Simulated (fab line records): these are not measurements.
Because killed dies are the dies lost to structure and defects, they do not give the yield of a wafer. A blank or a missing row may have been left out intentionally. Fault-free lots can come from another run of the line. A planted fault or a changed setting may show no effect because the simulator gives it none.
The tool behind it: which one?	flow sky130	9 lots (27 wafers sampled), 1 step of a 708-step route

== WHAT THE GAUGES READ, wafer by wafer ==
SKY_METAL1_CD_MEAS_15 targets a cd of 140 nm.
lot	measured	on	cd-nm (nm)
L383	day 32 18:23	cd-sem-02	139.2 139.8 141.9
L388	day 34 21:40	cd-sem-01	141.5 140.3 141.7
L390	day 35 08:56	cd-sem-01	140.1 140.5 141.5
L396	day 37 08:50	cd-sem-01	139.0 138.8 138.5
L398	day 38 07:40	cd-sem-02	139.3 138.6 140.3
L400	day 38 13:18	cd-sem-02	143.0 141.4 139.4
L403	day 39 00:15	cd-sem-01	140.2 139.9 140.9
L404	day 39 04:16	cd-sem-02	142.0 141.1 142.6
L405	day 39 20:51	cd-sem-01	139.5 138.7 140.0

== WHICH TOOL RAN EACH LOT (tool, then ch and the chambers of the sampled wafers, then the start) ==
The record shows no process step preceding these readings.

== AS READ BY THE TOOLS THEMSELVES (means over the sampled wafers that have a number; for cases with no such wafer, the mark the record gives instead) ==
The record holds no such reading with a usual standard deviation.

== THE ANSWER, worked out from the rows above alone ==
Rule: the lots themselves supply what counts as usual. The widest of any qualifying gaps counts: lots, ordered by their means at a reading, are off when they make up no more than a third of the lots, leave a main group of 4 or more, and stand apart from it by 3 or more times the standard deviation of that group's means. If all means in a main group match to the digits the tables above print for the reading, that group is not used. A lot without any number at a reading at which 4 lots or more have one is off too. The other lots that the step has rows for count as sound. Order of review: gauges by route order, followed by the tools' own readings, for which a lot's mean as printed above is used. The first step at which some lot is off is used, and at that step the reading that is off furthest; a lot without a number counts as furthest.
No lot is off on any of the readings shown, so nothing can be concluded from this.

== WHAT THE SIMULATOR PUT IN ==
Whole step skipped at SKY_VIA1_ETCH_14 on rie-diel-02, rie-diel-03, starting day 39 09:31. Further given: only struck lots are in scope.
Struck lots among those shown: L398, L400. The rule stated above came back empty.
